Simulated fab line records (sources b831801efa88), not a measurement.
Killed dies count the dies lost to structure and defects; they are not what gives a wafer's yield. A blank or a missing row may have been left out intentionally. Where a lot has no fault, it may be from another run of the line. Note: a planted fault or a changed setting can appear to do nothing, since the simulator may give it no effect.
Problem report in the 8D (eight disciplines) form, filled by code | flow sky130 | the parts of the form that need people (team, actions taken, sign-off) are left out

## 1. PROBLEM STATEMENT
Wafers without a fault read 150.00, standard deviation 0.042; beamEnergyKeV at SKY_VT_ADJUST_HVTP_IMPLANT_09 reads a mean of 161.53 on 6 wafers belonging to 2 lots. That is +99 or more standard deviations from the usual mean.
First observed at day 9 15:46: wafer L982.1, on implanter-04. At this step, 18 wafers from 6 lots have a number in the record. Rule for "out" (also "out of limits"): further than 4 standard deviations from the usual mean. The other wafers with a number count as sound.

## 2. WHAT IT IS AND WHAT IT IS NOT
question                    | is                     | is not
which readings at this step | beamEnergyKeV          | faradayCurrentUA
which lots                  | L982, L984             | L969, L978, L988, L991
which wafers of those lots  | all that have a number | -
read on which tools         | implanter-04           | implanter-02, implanter-03
when                        | from day 9 15:46       | up to then (6 sound wafers); but 6 sound wafers of L988, L991 came after

## 3. THE SUSPECTS, EACH WITH WHAT RULES IT OUT
Counting: any tool at a process step up to the reading is kept as a suspect provided that every lot that is out went through it and no sound lot did after the first of them.
- implanter-04 at SKY_VT_ADJUST_HVTP_IMPLANT_09: kept. It ran every lot that is out, first L982 (day 9 15:46), and no sound lot after that; its last sound lot up to then is L978 (day 8 11:17). Out on those wafers are its own readings of beamEnergyKeV.
Left after counting: implanter-04 at SKY_VT_ADJUST_HVTP_IMPLANT_09.

## 4. THE CAUSE (what the simulator had put in)
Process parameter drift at SKY_VT_ADJUST_HVTP_IMPLANT_09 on implanter-04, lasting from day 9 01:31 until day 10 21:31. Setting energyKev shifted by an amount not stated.
The count eliminated every tool but this one.

## 5. THE EFFECT CHAIN, in route order
Rows list readings where the struck wafers' mean (over those with a number) sits beyond 3 standard deviations from the usual. Only readings whose record carries a usual standard deviation are examined. hours: median over the lots of the time between each lot's start at the first step of this table that gives one and its start at this step. sigmas: the change, counted in usual standard deviations.
hours | step                          | reading       | usual  | on struck wafers | change | sigmas
0     | SKY_VT_ADJUST_HVTP_IMPLANT_09 | beamEnergyKeV | 150.00 | 161.53           | +11.53 | +99 or more
It contains these process steps:
- SKY_VT_ADJUST_HVTP_IMPLANT_09

## 6. WHAT WOULD HAVE CAUGHT IT SOONER
14 hours passed between the start of the fault at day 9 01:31 and the first reading out of limits in this record, taken at day 9 15:46.
